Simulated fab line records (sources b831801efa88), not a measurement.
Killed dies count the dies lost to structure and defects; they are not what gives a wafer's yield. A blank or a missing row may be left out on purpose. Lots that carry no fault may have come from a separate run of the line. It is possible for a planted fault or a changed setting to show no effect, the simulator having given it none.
A struck lot beside a sound one    flow sky130    21 steps out of a route of 708
Sound: the wafers L439.1, L439.2, L439.5. Struck: wafer L458.1 (L458.4, L458.6, from the same lot, were not struck and are left out); the cause is given at the end.
Each step with rows lists, per side, the tool, then ch with its chambers, then its first start. Under that, the readings that differ: sound wafers    struck wafers    difference of the means    sigmas: that difference in standard deviations of wafers without a fault.
alike: a reading whose means differ by less than 2 such deviations, as well as words and numbers matching on both sides. not compared: withheld readings; readings where some wafer has no value; bounds like >300 that might hide an equal value; numbers whose values overlap and for which the record gives no deviation.
Wherever a step has rows on one side only, a row that says differs or no value, or a row with sigmas, the two part there. Numbers that have no deviation but don't overlap get no sigmas and don't part them. Lack of a reading on every wafer of one side parts them only where that side has two or more wafers.

first, 2 steps without rows for these wafers: SKY_LDD_HVP_PEB_05; SKY_LDD_HVP_DEVELOP_06 (develop time 60 s).
SKY_LDD_HVP_OVL_MEAS_07:
  struck on overlay-02, day 29 14:19; sound on overlay-01, day 23 09:04
  alike: LDD_HVP_OVL
then, 1 step without rows for these wafers: SKY_LDD_HVP_IMPLANT_08.
SKY_LDD_HVP_STRIP_09: strips in O2/N2.
  sound on plasma asher-04 ch 0,1, day 23 09:16; struck on plasma asher-01 ch 1, day 29 14:31
  alike: drypump motor current A, oes product au, strip time to endpoint s
  not compared: rf hours counter h
SKY_LDD_HVP_TW_MEAS_10:
  struck on film metro-03, day 29 14:37; sound on film metro-04, day 23 09:22
  alike: LDD_HVP_TW
then, 6 steps without rows for these wafers: SKY_LDD_LDN_DEHYDRATE_00 (time 60 s); SKY_LDD_LDN_HMDS_01 (prime time 60 s); SKY_LDD_LDN_COAT_02 (resist thk 1140 nm); SKY_LDD_LDN_SOFTBAKE_03 (time 60 s); SKY_LDD_LDN_EXPOSE_04 (exposes mask LDNTM, target cd 700 nm); SKY_LDD_LDN_PEB_05.
SKY_LDD_LDN_DEVELOP_06: develop time 60 s.
  sound on litho track-02 ch 0, day 24 14:41; struck on litho track-02 ch 0, day 30 17:29
SKY_LDD_LDN_OVL_MEAS_07:
  struck on overlay-02, day 30 17:38; sound on overlay-01, day 24 14:50
  not compared: LDD_LDN_OVL
then, 4 steps without rows for these wafers: SKY_LDD_LDN_IMPLANT_08; SKY_LDD_LDN_IMPLANT_09; SKY_LDD_LDN_IMPLANT_10; SKY_LDD_LDN_IMPLANT_11.
SKY_LDD_LDN_STRIP_12: strips in O2/N2.
  sound on plasma asher-04 ch 0,1, day 24 15:28; struck on plasma asher-04 ch 1, day 30 18:21
reading                       sound              struck  difference  sigmas
strip time to endpoint s (s)  14.16 14.18 14.09  14.22   +0.08       +2
  alike: drypump motor current A, oes product au
  not compared: rf hours counter h
SKY_LDD_LDN_TW_MEAS_13:
  struck on film metro-04, day 30 18:27; sound on film metro-01, day 24 15:34
reading     sound           struck  difference  sigmas
LDD_LDN_TW  1457 1456 1463  30      -1429       -99 or more
then, 1 step without rows for these wafers: SKY_LDD_LDN_CLEAN_14 (cleans in SC1/SC2, time 150 s).

## WHERE THEY PART
At SKY_LDD_LDN_STRIP_12 first; at SKY_LDD_LDN_TW_MEAS_13 last (within this record only).

WHY: whatever the simulator had introduced
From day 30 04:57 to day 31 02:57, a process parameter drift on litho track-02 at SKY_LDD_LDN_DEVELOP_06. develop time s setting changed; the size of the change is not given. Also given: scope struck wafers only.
